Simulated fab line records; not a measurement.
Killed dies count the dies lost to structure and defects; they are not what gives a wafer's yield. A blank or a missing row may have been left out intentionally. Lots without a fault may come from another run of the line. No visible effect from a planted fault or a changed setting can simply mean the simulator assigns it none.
A lot that was struck, set against a sound lot :: flow sfq line :: 42 out of 325 route steps
Sound: wafers L589.4, L589.5, L589.6. Struck: wafer L582.6. (L582.1, L582.4 of the same lot were not struck and are left out.) The cause comes at the end.
For every step that has rows: the tool of each side, followed by ch and its chambers, followed by its first start. Under that, the readings that differ: sound wafers :: struck wafers :: difference of the means :: sigmas: that difference in standard deviations of wafers without a fault.
alike: readings with means less than 2 such deviations apart, plus words and numbers identical on both sides. not compared: withheld readings, readings lacking a value on some wafer, bounds such as >300 that could conceal the same value, and numbers that have no deviation in the record and whose values overlap.
The two part at a step that has a row with sigmas, a row that says differs or no value, or rows on one side only. Numbers that don't overlap but have no deviation are shown without sigmas and don't part them. Lack of a reading on every wafer of one side parts them only where that side has two or more wafers.

first, 6 steps without rows for these wafers: SFQ_TRILAYER_I0_VIA_LITHO_COAT_036 (resist thk 62 nm); SFQ_TRILAYER_I0_VIA_LITHO_COAT_031 (resist thk 650 nm); SFQ_TRILAYER_I0_VIA_LITHO_SOFTBAKE_035; SFQ_TRILAYER_I0_VIA_LITHO_EXPOSE_032 (exposes mask I0, target cd 500 nm); SFQ_TRILAYER_I0_VIA_LITHO_PEB_034 (peb time 60 s); SFQ_TRILAYER_I0_VIA_LITHO_DEVELOP_033 (time 60 s).
SFQ_I0_OVL_MEAS_908:
  struck on overlay-02, day 21 01:16; sound on overlay-01, day 24 12:17
  alike: I0_OVL
then, 1 step without rows for these wafers: SFQ_TRILAYER_I0_VIA_BARC_OPEN_VIA_ETCH_046 (etches BARC in O2, target depth 125 nm, time 41.7 s).
SFQ_TRILAYER_I0_VIA_ETCH_VIA_ETCH_034: etches SiO2 in CHF3, stops on Nb, target depth 260 nm.
  sound on rie diel-02 ch 0,1,2, day 24 12:25; struck on rie diel-01 ch 1, day 21 01:21
  alike: drypump motor current A, oes product au
SFQ_TRILAYER_I0_VIA_STRIP_STRIP_035: strips in O2.
  sound on rie metal-01 ch 0,1, day 24 12:40; struck on rie metal-04 ch 0, day 21 01:28
  alike: drypump motor current A, oes product au
  not compared: rf hours counter h
then, 2 steps without rows for these wafers: SFQ_TRILAYER_I0_VIA_STRIP_SOLV_CLEAN_036 (cleans in NMP, time 600 s); SFQ_TRILAYER_M1_DEP_PRE_CLEAN_038 (time 22.5 s).
SFQ_TRILAYER_M1_DEP_SPUTTER_037: material Nb, target thk 200 nm, time 133.3 s.
  struck on pvd sputter-03, day 21 02:16; sound on pvd sputter-03, day 24 13:16
reading: model.Nb_of_TRILAYER_M1_DEP_SPUTTER_037.thk nm (nm)
sound: 202.2 201.9 202.2
struck: 334.6
difference: +132.5
sigmas: 
  alike: throttle valve pct
SFQ_M1_RS_MEAS_909: measurement is done with a four-point probe.
  struck on film metro-04, day 21 02:21; sound on film metro-04, day 24 13:25
reading: M1_NB_RS (ohm/sq)
sound: 0.878 0.880 0.881
struck: 0.528
difference: -0.352
sigmas: -38
then, 6 steps without rows for these wafers: SFQ_TRILAYER_M1_LITHO_COAT_044 (resist thk 62 nm); SFQ_TRILAYER_M1_LITHO_COAT_039 (resist thk 600 nm); SFQ_TRILAYER_M1_LITHO_SOFTBAKE_043; SFQ_TRILAYER_M1_LITHO_EXPOSE_040 (exposes mask M1, target cd 500 nm); SFQ_TRILAYER_M1_LITHO_PEB_042 (peb time 60 s); SFQ_TRILAYER_M1_LITHO_DEVELOP_041 (time 60 s).
-- the record jumps here: 6 days lie between the struck wafers' starts before and after --
SFQ_M1_OVL_MEAS_911:
  struck on overlay-01, day 27 12:43; sound on overlay-02, day 30 02:50
reading: M1_OVL (nm)
sound: 4 2 5
struck: -9
difference: -13
sigmas: -2
then, 1 step without rows for these wafers: SFQ_TRILAYER_M1_BARC_OPEN_METAL_ETCH_054 (etches BARC in O2, target depth 125 nm, time 41.7 s).
SFQ_TRILAYER_M1_ETCH_METAL_ETCH_042: etches Nb in Cl2/Ar, stops on SiO2, target depth 240 nm, time 120 s.
  sound on rie metal-03 ch 0,1, day 30 02:58; struck on rie metal-04 ch 1, day 27 12:49
reading: oes product au (a.u.)
sound: 0.908 0.883 0.887
struck: 0.994
difference: +0.101
sigmas: +14
  alike: drypump motor current A
  not compared: rf hours counter h
SFQ_TRILAYER_M1_STRIP_STRIP_043: strips in O2.
  sound on rie metal-03 ch 0,1, day 30 03:14; struck on rie metal-04 ch 1, day 27 12:56
  alike: drypump motor current A, oes product au
  not compared: rf hours counter h
then, 1 step without rows for these wafers: SFQ_TRILAYER_M1_STRIP_SOLV_CLEAN_044 (cleans in NMP, time 600 s).
SFQ_TRILAYER_I1_DEP_PECVD_045: deposits SiO2 from SiH4/N2O, time 111.11 s, target thk 500 nm.
  sound on pecvd-02 ch 0,1,2, day 30 03:52; struck on pecvd-03 ch 2, day 27 13:43
  alike: heater power w, throttle valve pct
SFQ_TRILAYER_I1_CMP_CMP_046: polishes SiO2.
  sound on cmp-02 ch 1,2, day 30 07:35; struck on cmp-02 ch 1, day 27 18:17
  alike: motor current A, time to endpoint s
SFQ_I1_BOW_MEAS_912:
  struck on film metro-02, day 27 18:47; sound on film metro-01, day 30 10:09
  alike: I1_BOW
then, 7 steps without rows for these wafers: SFQ_TRILAYER_I1_METRO_MEASURE_047; SFQ_TRILAYER_I1_VIA_LITHO_COAT_054 (resist thk 62 nm); SFQ_TRILAYER_I1_VIA_LITHO_COAT_049 (resist thk 650 nm); SFQ_TRILAYER_I1_VIA_LITHO_SOFTBAKE_053; SFQ_TRILAYER_I1_VIA_LITHO_EXPOSE_050 (exposes mask I1, target cd 500 nm); SFQ_TRILAYER_I1_VIA_LITHO_PEB_052 (peb time 60 s); SFQ_TRILAYER_I1_VIA_LITHO_DEVELOP_051 (time 60 s).
-- the record jumps here: 6 days lie between the struck wafers' starts before and after --
SFQ_I1_OVL_MEAS_913:
  struck on overlay-02, day 33 22:11; sound on overlay-02, day 36 05:00
  alike: I1_OVL
then, 5 steps without rows for these wafers: SFQ_TRILAYER_I1_VIA_BARC_OPEN_VIA_ETCH_071 (etches BARC in O2, target depth 125 nm, time 41.7 s); SFQ_TRILAYER_I1_VIA_ETCH_VIA_ETCH_052 (etches SiO2 in CHF3, stops on Nb, target depth 260 nm); SFQ_TRILAYER_I1_VIA_STRIP_STRIP_053 (strips in O2); SFQ_TRILAYER_I1_VIA_STRIP_SOLV_CLEAN_054 (cleans in NMP, time 600 s); SFQ_TRILAYER_M2_DEP_PRE_CLEAN_056 (time 22.5 s).
-- the record jumps here: 51 days lie between the struck wafers' starts before and after --
SFQ_M8_BOW_MEAS_951:
  struck on film metro-02, day 85 07:26; sound on film metro-02, day 86 03:54
reading: model.etest.m1.comb log10 ohm
sound: 12 12 12
struck: 0
difference: -12
sigmas: 

reading: model.etest.m1.ohm sq
sound: 0.8805 0.8821 0.8808
struck: 0.5322
difference: -0.3489
sigmas: 
  alike: M8_BOW

## WHERE THEY PART
Last at SFQ_TRILAYER_M1_ETCH_METAL_ETCH_042 as far as this record goes, first at SFQ_M1_RS_MEAS_909. Later steps at which nothing parts them and some readings are alike: SFQ_TRILAYER_M1_STRIP_STRIP_043, SFQ_TRILAYER_I1_DEP_PECVD_045, SFQ_TRILAYER_I1_CMP_CMP_046, SFQ_I1_BOW_MEAS_912, SFQ_I1_OVL_MEAS_913, SFQ_M8_BOW_MEAS_951.

WHY: what had been put in by the simulator
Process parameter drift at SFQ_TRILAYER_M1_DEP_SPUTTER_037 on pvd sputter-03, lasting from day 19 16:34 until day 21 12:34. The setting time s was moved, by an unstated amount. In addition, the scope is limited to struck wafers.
